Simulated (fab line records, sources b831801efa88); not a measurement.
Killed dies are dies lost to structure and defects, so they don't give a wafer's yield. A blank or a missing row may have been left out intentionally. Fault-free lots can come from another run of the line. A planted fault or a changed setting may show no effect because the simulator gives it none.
fab line records ; flow sky130
record: lots: 7; wafers: 21; last-day: 50
route steps=708 shown VIA2@510 PAD_OPEN@708
lots that met no fault: taken from a fault-free run of the same line
start-h: the number of hours between the record's first day and the start of the first shown wafer of the lot ; wait-h: hours since the lot's step before ; " unchanged from the row above ; L1.1+2: a single row standing in for several wafers ; - no value, or no start given ; * or withheld: withheld ; < > ~ a bound
route shown NAME@n: NAME is a module with steps in the file, n the number in the route of the first one ; usual: mean/standard deviation taken from wafers without a fault ; same: alike in all rows ; chamber/n: place in a boat ; sites: each site's reading ; _std_site: standard deviation across them ; _edge_site: inner sites' mean taken away from outer sites' mean ; radius-mm: for every site, how far away it sits from the centre of the wafer ; mask NAME#n: copy n ; behind: the last tool/chamber to shape the wafer ; hold: the reason the lot was held/the length of the hold in hours/how it ended ; device: which transistor (n, p or np) failed to switch ; end of line: tests run on the same wafers once the route is complete ; where a step has no rows: the recipe by itself ; killed: not the wafer's yield, but the dies lost to structure and defects at the first sort ; map: per-die view of a wafer (x killed, . not killed, _ where there is no die)
set.NAME: the setting that was run; set.NAME@STEP: the one run at that earlier step ; model.NAME: the simulator's own value behind a step, which no gauge read
lots at some steps of the route; a table a step, a row a wafer
services: a tool's chamber out of use, with start hour (start-h, from the record's first day; less than 0 if before it), hours out, and reason
== steps ==
step: SKY_VIA2_BOW_MEAS_03
recipe: mode: bow
usual: VIA2_BOW: 84/6.8
lot.wafer;tool;chamber;start-h;wait-h;VIA2_BOW[um]
L129.1;film-metro-01;-;858.36;0.2;79
L129.4;film-metro-01;-;858.36;0.2;89
L129.6;film-metro-01;-;858.36;0.2;83
L132.1;film-metro-01;-;879.10;0.1;83
L132.4;film-metro-01;-;879.10;0.1;81
L132.6;film-metro-01;-;879.10;0.1;92
L140.3;film-metro-04;-;929.76;0.3;79
L140.5;film-metro-04;-;929.76;0.3;85
L140.6;film-metro-04;-;929.76;0.3;83
L141.2;film-metro-02;-;935.73;0.2;84
L141.4;film-metro-02;-;935.73;0.2;81
L141.6;film-metro-02;-;935.73;0.2;92
L143.1;film-metro-02;-;946.06;0.2;65
L143.2;film-metro-02;-;946.06;0.2;84
L143.5;film-metro-02;-;946.06;0.2;80
L147.2;film-metro-04;-;977.18;0.3;83
L147.3;film-metro-04;-;977.18;0.3;86
L147.4;film-metro-04;-;977.18;0.3;94
L148.1;film-metro-02;-;985.48;0.2;89
L148.3;film-metro-02;-;985.48;0.2;83
L148.5;film-metro-02;-;985.48;0.2;79
step: SKY_VIA2_DEHYDRATE_04
recipe: temp-c: 200; time-s: 60
step: SKY_VIA2_HMDS_05
recipe: prime-time-s: 60; prime-temp-c: 120
step: SKY_VIA2_COAT_06
recipe: resist: BARC; temp-c: withheld; time-s: withheld; spin-rpm: 3000; resist-thk-nm: 60
step: SKY_VIA2_COAT_07
recipe: resist: KrF-thick; spin-rpm: 3000; resist-thk-nm: 450
step: SKY_VIA2_SOFTBAKE_08
recipe: temp-c: 100; time-s: 90; resist: KrF-thick
step: SKY_VIA2_EXPOSE_09
recipe: mask-id: VIM2; na: 0.8; source-shape: annular; sigma-inner: 0.55; sigma-outer: 0.85; target-cd-nm: 200; dose-mj: 38
step: SKY_VIA2_PEB_10
recipe: peb-temp-c: withheld; peb-time-s: withheld; resist: KrF-thick
step: SKY_VIA2_DEVELOP_11
recipe: develop-time-s: 60; resist: KrF-thick; dev-temp-c: 21
step: SKY_VIA2_CD_MEAS_12
recipe: target-cd-nm: 200
usual: cd-nm: 200.4/1.4
lot.wafer;tool;chamber;start-h;wait-h;cd-nm
L129.1;cd-sem-02;-;884.59;-;199.8
L129.4;cd-sem-02;-;884.59;-;199.2
L129.6;cd-sem-02;-;884.59;-;200.8
L132.1;cd-sem-02;-;904.81;-;201.1
L132.4;cd-sem-02;-;904.81;-;200.1
L132.6;cd-sem-02;-;904.81;-;201.0
L140.3;cd-sem-01;-;954.17;-;198.1
L140.5;cd-sem-01;-;954.17;-;198.3
L140.6;cd-sem-01;-;954.17;-;198.2
L141.2;cd-sem-02;-;960.35;-;200.9
L141.4;cd-sem-02;-;960.35;-;201.1
L141.6;cd-sem-02;-;960.35;-;199.6
L143.1;cd-sem-01;-;970.29;-;200.3
L143.2;cd-sem-01;-;970.29;-;199.7
L143.5;cd-sem-01;-;970.29;-;200.1
L147.2;cd-sem-01;-;1000.30;-;201.4
L147.3;cd-sem-01;-;1000.30;-;201.7
L147.4;cd-sem-01;-;1000.30;-;202.3
L148.1;cd-sem-01;-;1008.73;-;200.9
L148.3;cd-sem-01;-;1008.73;-;201.2
L148.5;cd-sem-01;-;1008.73;-;199.7
step: SKY_VIA2_OVL_MEAS_13
usual: VIA2_OVL: -1/5.1
lot.wafer;tool;chamber;start-h;wait-h;VIA2_OVL[nm]
L129.1;overlay-01;-;884.71;0.1;-11
L129.4;overlay-01;-;884.71;0.1;-6
L129.6;overlay-01;-;884.71;0.1;-4
L132.1;overlay-01;-;904.93;0.1;-3
L132.4;overlay-01;-;904.93;0.1;8
L132.6;overlay-01;-;904.93;0.1;2
L140.3;overlay-02;-;954.26;0.1;-6
L140.5;overlay-02;-;954.26;0.1;0
L140.6;overlay-02;-;954.26;0.1;1
L141.2;overlay-01;-;960.45;0.1;-1
L141.4;overlay-01;-;960.45;0.1;4
L141.6;overlay-01;-;960.45;0.1;-4
L143.1;overlay-01;-;970.41;0.1;-4
L143.2;overlay-01;-;970.41;0.1;3
L143.5;overlay-01;-;970.41;0.1;5
L147.2;overlay-01;-;1000.40;0.1;-4
L147.3;overlay-01;-;1000.40;0.1;-4
L147.4;overlay-01;-;1000.40;0.1;-11
L148.1;overlay-01;-;1008.85;0.1;4
L148.3;overlay-01;-;1008.85;0.1;3
L148.5;overlay-01;-;1008.85;0.1;6
step: SKY_VIA2_ETCH_14
recipe: chemistry: N2/H2; target: BARC; ion-energy-ev: 200; source-w: 500; bias-w: 100; pressure-mtorr: 30; n2-flow-sccm: 100; h2-flow-sccm: 200; stop-on: SiO2; time-s: 45.9; target-depth-a: 600
usual: bias-w: 100.04/0.29; chamber-pressure-mTorr: 29.997/0.029; drypump-motor-current-A: 5.8/0.49; oes-product-au: 0.855/0.0049; throttle-valve-pct: 13.225/0.0085
lot.wafer;tool;chamber;start-h;wait-h;bias-w;chamber-pressure-mTorr;drypump-motor-current-A;oes-product-au;rf-hours-counter-h;throttle-valve-pct
L129.1;rie-diel-03;3;884.75;0.0;100.05;30.049;6.2;0.858;11;13.243
L129.4;rie-diel-03;0;884.75;0.0;100.02;29.995;5.3;0.839;17;13.234
L129.6;rie-diel-03;2;884.75;0.0;100.16;29.970;6.2;0.849;-;13.216
L132.1;rie-diel-02;2;904.97;0.0;100.21;29.972;5.6;0.849;15;13.242
L132.4;rie-diel-02;0;904.97;0.0;100.01;29.978;5.1;0.848;18;13.218
L132.6;rie-diel-02;1;904.97;0.0;99.72;29.975;5.7;0.858;-;13.213
L140.3;rie-diel-02;1;954.28;0.0;99.74;30.038;5.7;0.860;14;13.213
L140.5;rie-diel-02;1;954.28;0.0;100.28;29.994;5.7;0.843;-;13.229
L140.6;rie-diel-02;2;954.28;0.0;100.18;30.005;5.7;0.858;-;13.231
L141.2;rie-diel-01;3;960.48;0.0;100.83;30.024;5.1;0.856;24;13.222
L141.4;rie-diel-01;0;960.48;0.0;100.33;29.972;6.7;0.857;20;13.225
L141.6;rie-diel-01;0;960.48;0.0;100.20;30.008;6.7;0.853;-;13.215
L143.1;rie-diel-03;3;970.45;0.0;99.46;30.021;6.2;0.861;13;13.209
L143.2;rie-diel-03;2;970.45;0.0;100.01;30.023;6.2;0.851;10;13.215
L143.5;rie-diel-03;0;970.45;0.0;100.15;30.017;5.3;0.861;-;13.230
L147.2;rie-diel-02;1;1000.43;0.0;99.79;29.967;5.7;0.851;16;13.236
L147.3;rie-diel-02;3;1000.43;0.0;99.92;29.978;5.8;0.858;4;13.226
L147.4;rie-diel-02;0;1000.43;0.0;100.40;29.990;5.1;0.853;21;13.229
L148.1;rie-diel-02;2;1008.88;0.0;99.95;29.997;5.6;0.862;18;13.230
L148.3;rie-diel-02;1;1008.88;0.0;99.81;30.018;5.7;0.865;16;13.216
L148.5;rie-diel-02;0;1008.88;0.0;99.82;29.994;5.1;0.858;-;13.225
step: SKY_VIA2_ETCH_15
recipe: target: SiO2; chemistry: C4F8/O2/Ar; target-depth-nm: 546; stop-on: TiN; mask-material: KrF-thick; source-w: 1500; bias-w: 1200; pressure-mtorr: 40; c4f8-flow-sccm: withheld; O2_flow_sccm: 6; Ar_flow_sccm: 300; time-s: 84
usual: bias-w: 1200/3.5; chamber-pressure-mTorr: 40.00/0.035; oes-product-au: 0.939/0.0049
lot.wafer;tool;chamber;start-h;wait-h;bias-w;chamber-pressure-mTorr;oes-product-au;rf-hours-counter-h;model.KrF-thick_of_VIA2_COAT_07.thk-nm
L129.1;rie-diel-03;3;884.79;0.0;1202;40.00;0.939;11;282.6
L129.4;rie-diel-03;0;884.79;0.0;1197;39.99;0.946;17;282.5
L129.6;rie-diel-03;2;884.79;0.0;1206;39.99;0.934;-;278.8
L132.1;rie-diel-02;2;905.01;0.0;1202;40.05;0.939;15;284.1
L132.4;rie-diel-02;0;905.01;0.0;1201;39.99;0.936;18;283.3
L132.6;rie-diel-02;1;905.01;0.0;1192;39.95;0.932;-;285.4
L140.3;rie-diel-02;1;954.33;0.0;-;-;-;-;393.2
L140.5;rie-diel-02;1;954.33;0.0;-;-;-;-;393.4
L140.6;rie-diel-02;2;954.33;0.0;-;-;-;-;391.9
L141.2;rie-diel-01;3;960.53;0.0;-;-;-;-;392.7
L141.4;rie-diel-01;0;960.53;0.0;-;-;-;-;393.3
L141.6;rie-diel-01;0;960.53;0.0;-;-;-;-;392.6
L143.1;rie-diel-03;3;970.49;0.0;-;-;-;-;391.6
L143.2;rie-diel-03;2;970.49;0.0;-;-;-;-;392.8
L143.5;rie-diel-03;0;970.49;0.0;-;-;-;-;392.8
L147.2;rie-diel-02;1;1000.48;0.0;1205;39.96;0.937;16;281.7
L147.3;rie-diel-02;3;1000.48;0.0;1201;39.99;0.937;4;282.5
L147.4;rie-diel-02;0;1000.48;0.0;1205;39.99;0.945;21;280.8
L148.1;rie-diel-02;2;1008.93;0.0;1203;40.06;0.944;18;282.8
L148.3;rie-diel-02;1;1008.93;0.0;1201;39.99;0.932;16;285.4
L148.5;rie-diel-02;0;1008.93;0.0;1198;40.05;0.942;-;283.4
step: SKY_VIA2_STRIP_16
recipe: chemistry: O2/N2; power-w: 1400; pressure-mtorr: 1500; platen-temp-c: withheld; o2-flow-sccm: 3000; n2-flow-sccm: 300; overash-fraction: 0.5
usual: drypump-motor-current-A: 5.5/0.44; o2-flow-sccm: 2998/8.8; oes-product-au: 0.398/0.0045; strip-time-to-endpoint-s: 4.049/0.027
lot.wafer;tool;chamber;start-h;wait-h;drypump-motor-current-A;o2-flow-sccm;oes-product-au;rf-hours-counter-h;strip-time-to-endpoint-s
L129.1;plasma-asher-03;1;884.85;0.0;6.2;2990;0.388;106;4.039
L129.4;plasma-asher-03;0;884.85;0.0;5.2;3004;0.389;-;4.036
L129.6;plasma-asher-03;0;884.85;0.0;5.3;2999;0.393;-;3.995
L132.1;plasma-asher-04;1;905.07;0.0;4.9;2996;0.399;80;4.050
L132.4;plasma-asher-04;0;905.07;0.0;5.5;2996;0.404;-;4.065
L132.6;plasma-asher-04;0;905.07;0.0;5.5;3003;0.403;-;4.053
L140.3;plasma-asher-03;1;954.42;0.1;6.2;2989;0.431;-;5.196
L140.5;plasma-asher-03;0;954.42;0.1;5.3;2985;0.446;-;5.192
L140.6;plasma-asher-03;1;954.42;0.1;6.2;2992;0.442;-;5.191
L141.2;plasma-asher-02;0;960.59;0.0;5.2;3008;0.443;54;5.181
L141.4;plasma-asher-02;1;960.59;0.0;5.9;3008;0.447;-;5.208
L141.6;plasma-asher-02;1;960.59;0.0;5.8;3017;0.447;-;5.197
L143.1;plasma-asher-02;1;970.55;0.0;5.9;2998;0.444;55;5.203
L143.2;plasma-asher-02;0;970.55;0.0;5.2;3016;0.441;55;5.198
L143.5;plasma-asher-02;0;970.55;0.0;5.2;3003;0.444;-;5.192
L147.2;plasma-asher-04;1;1000.54;0.0;4.9;2998;0.397;89;4.041
L147.3;plasma-asher-04;1;1000.54;0.0;4.9;2996;0.399;-;4.032
L147.4;plasma-asher-04;0;1000.54;0.0;5.5;3000;0.396;-;4.023
L148.1;plasma-asher-02;0;1008.99;0.0;5.2;2993;0.400;59;4.057
L148.3;plasma-asher-02;0;1008.99;0.0;5.2;2987;0.405;-;4.073
L148.5;plasma-asher-02;0;1008.99;0.0;5.2;2997;0.398;-;4.069
step: SKY_VIA2_STRIP_17
recipe: chemistry: post-etch-residue-remover; time-s: 1200; temp-c: 72.5
step: SKY_PAD_OPEN_PROBE_99
usual: killed_at_M0_to_M3: 44/7.3; killed_at_M4_up: 3.4/1.8; killed-at-contacts: 24/5.8; killed-at-front-end: 15/4.9; killed-at-other: 0.4/0.63; killed-dies: 86/11; killed-on-rim: 17/3.8; killed-open: 47/8; killed-short: 39/6.5
same: gross-dies: 492; killed-at-back-side: 0
lot.wafer;tool;chamber;start-h;wait-h;hold;killed_at_M0_to_M3;killed_at_M4_up;killed-at-contacts;killed-at-front-end;killed-at-other;killed-dies;killed-on-rim;killed-open;killed-short
L129.1;prober-01;-;1105.05;0.1;-;36;0;33;13;0;82;21;40;42
L129.4;prober-01;-;1105.20;0.2;-;38;1;26;14;0;79;17;41;35
L129.6;prober-01;-;1105.30;0.2;-;32;3;25;13;1;74;14;43;30
L132.1;prober-02;-;1120.91;0.1;-;33;3;25;5;0;66;9;41;24
L132.4;prober-02;-;1121.06;0.2;-;50;6;19;15;0;90;12;55;35
L132.6;prober-02;-;1121.16;0.2;-;35;6;26;7;0;74;17;30;44
L140.3;prober-01;-;1157.60;0.2;await-dispo/3.7h/scrap;456;1;23;12;0;492;96;45;38
L140.5;prober-01;-;1157.70;0.2;await-dispo/3.7h/scrap;461;5;20;6;0;492;96;37;43
L140.6;prober-01;-;1157.75;0.2;await-dispo/3.7h/scrap;445;3;30;14;0;492;96;54;36
L141.2;prober-02;-;1164.46;0.1;await-dispo/1.4h/scrap;449;3;25;14;1;492;96;52;44
L141.4;prober-02;-;1164.56;0.2;await-dispo/1.4h/scrap;438;0;31;23;0;492;96;49;44
L141.6;prober-02;-;1164.66;0.2;await-dispo/1.4h/scrap;453;5;23;11;0;492;96;52;33
L143.1;prober-01;-;1170.89;0.1;await-dispo/3.1h/scrap;459;1;18;14;0;492;96;39;38
L143.2;prober-01;-;1170.94;0.1;await-dispo/3.1h/scrap;447;2;26;16;1;492;96;47;43
L143.5;prober-01;-;1171.09;0.2;await-dispo/3.1h/scrap;448;4;20;20;0;492;96;47;35
L147.2;prober-02;-;1191.45;0.1;-;47;4;30;23;0;104;13;57;47
L147.3;prober-02;-;1191.50;0.2;-;63;3;26;14;0;106;20;61;45
L147.4;prober-02;-;1191.55;0.2;-;49;4;21;23;0;97;17;52;45
L148.1;prober-01;-;1197.44;0.1;-;51;6;26;12;0;95;25;53;40
L148.3;prober-01;-;1197.54;0.2;-;46;7;18;11;2;84;15;39;45
L148.5;prober-01;-;1197.64;0.2;-;34;5;26;7;1;73;12;41;29
killed by level:class
L129.1 CONTACT:geometric-particle:open=11 LI_CONTACT:geometric-particle:open=8 CONTACT:geometric-particle:short=8 VIA1:geometric-particle:short=6 VIA2:geometric-particle:open=6 METAL1:geometric-particle:short=4 METAL2:geometric-particle:short=4 VIA3:geometric-particle:short=4
L129.4 CONTACT:geometric-particle:open=11 VIA2:geometric-particle:open=8 VIA1:geometric-particle:open=5 FIELD_ISO:geometric-particle:short=4 LI_CONTACT:geometric-particle:open=4 LOCAL_INTERCONNECT:geometric-particle:short=4 METAL1:geometric-particle:short=4 METAL3:geometric-particle:short=4
L129.6 LI_CONTACT:geometric-particle:open=10 VIA1:geometric-particle:open=9 CONTACT:geometric-particle:open=7 METAL1:geometric-particle:short=5 FIELD_ISO:geometric-particle:open=4 LOCAL_INTERCONNECT:geometric-particle:short=4 VIA1:geometric-particle:short=4 VIA2:geometric-particle:short=4
L132.1 VIA1:geometric-particle:open=12 LI_CONTACT:geometric-particle:open=10 VIA2:geometric-particle:open=7 CONTACT:geometric-particle:open=5 METAL2:geometric-particle:short=5 CONTACT:geometric-particle:short=4 LOCAL_INTERCONNECT:geometric-particle:short=3 POLY_GATE:geometric-particle:short=2
L132.4 VIA3:geometric-particle:open=9 VIA1:geometric-particle:open=8 VIA2:geometric-particle:open=8 CONTACT:geometric-particle:open=7 POLY_GATE:geometric-particle:open=5 LI_CONTACT:geometric-particle:open=5 METAL1:geometric-particle:open=5 VIA2:geometric-particle:short=4
L132.6 CONTACT:geometric-particle:open=8 METAL3:geometric-particle:short=6 CONTACT:geometric-particle:short=6 VIA2:geometric-particle:open=6 FIELD_ISO:geometric-particle:short=5 VIA1:geometric-particle:open=5 LOCAL_INTERCONNECT:geometric-particle:short=5 LI_CONTACT:geometric-particle:open=4
L140.3 VIA2:area-etch=409 VIA1:geometric-particle:open=10 VIA3:geometric-particle:open=8 VIA1:geometric-particle:short=7 VIA2:geometric-particle:open=7 LI_CONTACT:geometric-particle:open=6 CONTACT:geometric-particle:short=6 CONTACT:geometric-particle:open=6
L140.5 VIA2:area-etch=412 METAL2:geometric-particle:short=9 VIA3:geometric-particle:open=9 LI_CONTACT:geometric-particle:open=8 VIA1:geometric-particle:open=7 VIA1:geometric-particle:short=6 VIA2:geometric-particle:open=6 CONTACT:geometric-particle:open=5
L140.6 VIA2:area-etch=402 VIA1:geometric-particle:open=13 CONTACT:geometric-particle:open=12 FIELD_ISO:geometric-particle:open=7 VIA3:geometric-particle:open=7 VIA2:geometric-particle:open=6 LI_CONTACT:geometric-particle:short=5 METAL1:geometric-particle:short=5
L141.2 VIA2:area-etch=396 VIA1:geometric-particle:open=17 CONTACT:geometric-particle:open=10 VIA2:geometric-particle:open=8 VIA1:geometric-particle:short=8 LI_CONTACT:geometric-particle:open=7 METAL1:geometric-particle:short=6 LOCAL_INTERCONNECT:geometric-particle:short=5
L141.4 VIA2:area-etch=399 LI_CONTACT:geometric-particle:open=10 VIA1:geometric-particle:open=9 FIELD_ISO:geometric-particle:short=6 POLY_GATE:geometric-particle:short=6 LI_CONTACT:geometric-particle:short=6 CONTACT:geometric-particle:open=6 FIELD_ISO:geometric-particle:open=5
L141.6 VIA2:area-etch=407 VIA1:geometric-particle:open=12 VIA2:geometric-particle:open=10 LI_CONTACT:geometric-particle:open=8 VIA3:geometric-particle:open=7 POLY_GATE:geometric-particle:open=6 METAL2:geometric-particle:short=6 CONTACT:geometric-particle:short=5
L143.1 VIA2:area-etch=415 VIA1:geometric-particle:open=8 VIA2:geometric-particle:open=7 FIELD_ISO:geometric-particle:short=6 VIA1:geometric-particle:short=6 METAL1:geometric-particle:short=6 FIELD_ISO:geometric-particle:open=5 LI_CONTACT:geometric-particle:open=4
L143.2 VIA2:area-etch=402 VIA1:geometric-particle:open=13 LOCAL_INTERCONNECT:geometric-particle:short=8 CONTACT:geometric-particle:open=6 VIA3:geometric-particle:short=6 VIA2:geometric-particle:open=6 VIA1:geometric-particle:short=5 POLY_GATE:geometric-particle:open=4
L143.5 VIA2:area-etch=410 CONTACT:geometric-particle:open=10 VIA1:geometric-particle:open=9 FIELD_ISO:geometric-particle:open=7 VIA3:geometric-particle:open=7 FIELD_ISO:geometric-particle:short=5 METAL1:geometric-particle:short=5 LI_CONTACT:geometric-particle:open=4
L147.2 VIA1:geometric-particle:open=12 CONTACT:geometric-particle:open=11 FIELD_ISO:geometric-particle:short=10 LI_CONTACT:geometric-particle:open=9 METAL2:geometric-particle:short=7 METAL1:geometric-particle:short=6 VIA2:geometric-particle:open=5 VIA3:geometric-particle:open=5
L147.3 VIA1:geometric-particle:open=15 CONTACT:geometric-particle:open=9 METAL2:geometric-particle:short=9 VIA2:geometric-particle:open=9 VIA3:geometric-particle:open=8 LI_CONTACT:geometric-particle:open=6 POLY_GATE:geometric-particle:open=5 CONTACT:geometric-particle:short=5
L147.4 VIA1:geometric-particle:open=12 CONTACT:geometric-particle:open=10 VIA2:geometric-particle:open=8 FIELD_ISO:geometric-particle:short=6 METAL2:geometric-particle:short=6 POLY_GATE:geometric-particle:short=5 METAL3:geometric-particle:short=5 FIELD_ISO:geometric-particle:open=4
L148.1 CONTACT:geometric-particle:open=13 VIA2:geometric-particle:open=10 METAL2:geometric-particle:short=8 VIA1:geometric-particle:open=7 VIA3:geometric-particle:open=7 METAL3:geometric-particle:short=6 LI_CONTACT:geometric-particle:open=4 LOCAL_INTERCONNECT:geometric-particle:short=4
L148.3 VIA1:geometric-particle:open=16 CONTACT:geometric-particle:open=7 METAL2:geometric-particle:short=7 METAL3:geometric-particle:short=6 VIA1:geometric-particle:short=6 METAL4:geometric-particle:short=6 LOCAL_INTERCONNECT:geometric-particle:short=4 VIA2:geometric-particle:open=4
L148.5 CONTACT:geometric-particle:open=10 LI_CONTACT:geometric-particle:open=9 METAL1:geometric-particle:short=6 VIA1:geometric-particle:short=6 VIA1:geometric-particle:open=6 VIA2:geometric-particle:open=5 LOCAL_INTERCONNECT:geometric-particle:short=4 VIA3:geometric-particle:open=4
map L140.3 (x killed, . not)
__________xxxxxxxxxx_________
________xxxxxxxxxxxxxx_______
______xxxxxxxxxxxxxxxxxx_____
_____xxxxxxxxxxxxxxxxxxxx____
____xxxxxxxxxxxxxxxxxxxxxx___
___xxxxxxxxxxxxxxxxxxxxxxxx__
__xxxxxxxxxxxxxxxxxxxxxxxxxx_
_xxxxxxxxxxxxxxxxxxxxxxxxxxxx
_xxxxxxxxxxxxxxxxxxxxxxxxxxxx
_xxxxxxxxxxxxxxxxxxxxxxxxxxxx
_xxxxxxxxxxxxxxxxxxxxxxxxxxxx
_xxxxxxxxxxxxxxxxxxxxxxxxxxxx
_xxxxxxxxxxxxxxxxxxxxxxxxxxxx
_xxxxxxxxxxxxxxxxxxxxxxxxxxxx
_xxxxxxxxxxxxxxxxxxxxxxxxxxxx
__xxxxxxxxxxxxxxxxxxxxxxxxxx_
___xxxxxxxxxxxxxxxxxxxxxxxx__
____xxxxxxxxxxxxxxxxxxxxxx___
_____xxxxxxxxxxxxxxxxxxxx____
______xxxxxxxxxxxxxxxxxx_____
________xxxxxxxxxxxxxx_______
__________xxxxxxxxxx_________
map L141.2 (x killed, . not)
__________xxxxxxxxxx_________
________xxxxxxxxxxxxxx_______
______xxxxxxxxxxxxxxxxxx_____
_____xxxxxxxxxxxxxxxxxxxx____
____xxxxxxxxxxxxxxxxxxxxxx___
___xxxxxxxxxxxxxxxxxxxxxxxx__
__xxxxxxxxxxxxxxxxxxxxxxxxxx_
_xxxxxxxxxxxxxxxxxxxxxxxxxxxx
_xxxxxxxxxxxxxxxxxxxxxxxxxxxx
_xxxxxxxxxxxxxxxxxxxxxxxxxxxx
_xxxxxxxxxxxxxxxxxxxxxxxxxxxx
_xxxxxxxxxxxxxxxxxxxxxxxxxxxx
_xxxxxxxxxxxxxxxxxxxxxxxxxxxx
_xxxxxxxxxxxxxxxxxxxxxxxxxxxx
_xxxxxxxxxxxxxxxxxxxxxxxxxxxx
__xxxxxxxxxxxxxxxxxxxxxxxxxx_
___xxxxxxxxxxxxxxxxxxxxxxxx__
____xxxxxxxxxxxxxxxxxxxxxx___
_____xxxxxxxxxxxxxxxxxxxx____
______xxxxxxxxxxxxxxxxxx_____
________xxxxxxxxxxxxxx_______
__________xxxxxxxxxx_________
== services ==
tool;chamber;start-h;hours;kind
plasma-asher-02;-;883.63;2.8;pm
rie-diel-01;1;884.89;-;clean
rie-diel-01;1;884.89;38.9;scheduled-down
rie-diel-01;1;884.89;38.9;vent-cycle
rie-diel-01;3;910.74;1.6;repair
rie-diel-03;-;944.98;15.6;pm
plasma-asher-04;-;952.03;2.8;pm
plasma-asher-04;-;957.08;2.3;repair
rie-diel-02;3;969.25;22.4;repair
plasma-asher-04;-;979.60;3.0;repair
== key ==
first-sign: step: SKY_VIA2_ETCH_15; reading: tool-record; direction: missing
effect: step: SKY_VIA2_STRIP_16; reading: strip-time-to-endpoint-s; direction: up; sigmas: 43; usual: *; struck: *
effect: step: SKY_PAD_OPEN_PROBE_99; reading: killed_at_M0_to_M3; direction: up; sigmas: 56; usual: 44; struck: 451
model-effect: step: SKY_VIA2_ETCH_15; value: KrF-thick_of_VIA2_COAT_07.thk-nm; without: 282.7; struck: 392.7
more-kills-born-at: SKY_VIA2_ETCH_15@rie-diel-03: 1227; SKY_VIA2_ETCH_15@rie-diel-02: 1223; SKY_VIA2_ETCH_15@rie-diel-01: 1202
met-at SKY_VIA2_ETCH_15
struck-wafers L140.3,L140.5,L140.6,L141.2,L141.4,L141.6,L143.1,L143.2,L143.5
later-rows-left-out L140.3,L140.5,L140.6,L141.2,L141.4,L141.6,L143.1,L143.2,L143.5
tester-left-out L141,L143
onset-between 905.01 954.33
earlier-fault: kind: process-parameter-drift; tool: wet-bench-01; chamber: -; onset-h: 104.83; steps: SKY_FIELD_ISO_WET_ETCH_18; channel: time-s; offset: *; shape: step; end-h: 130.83; acts-in: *; stated: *
fault: kind: skipped-step-whole; tool: rie-diel-01,rie-diel-02,rie-diel-03; chamber: -; onset-h: 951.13; steps: SKY_VIA2_ETCH_15; scope: struck-lots-only
tester-left-out: of these lots the tester's yield and bins aren't shown, on N5 and GAA mostly nor the transistor test; their killed dies are dies lost to structure and defects alone, not to doping, threshold or leakage, so they don't give the yield
later-rows-left-out: the simulator's readings of these wafers behind a module that went badly wrong aren't trusted and aren't shown, but for the sort
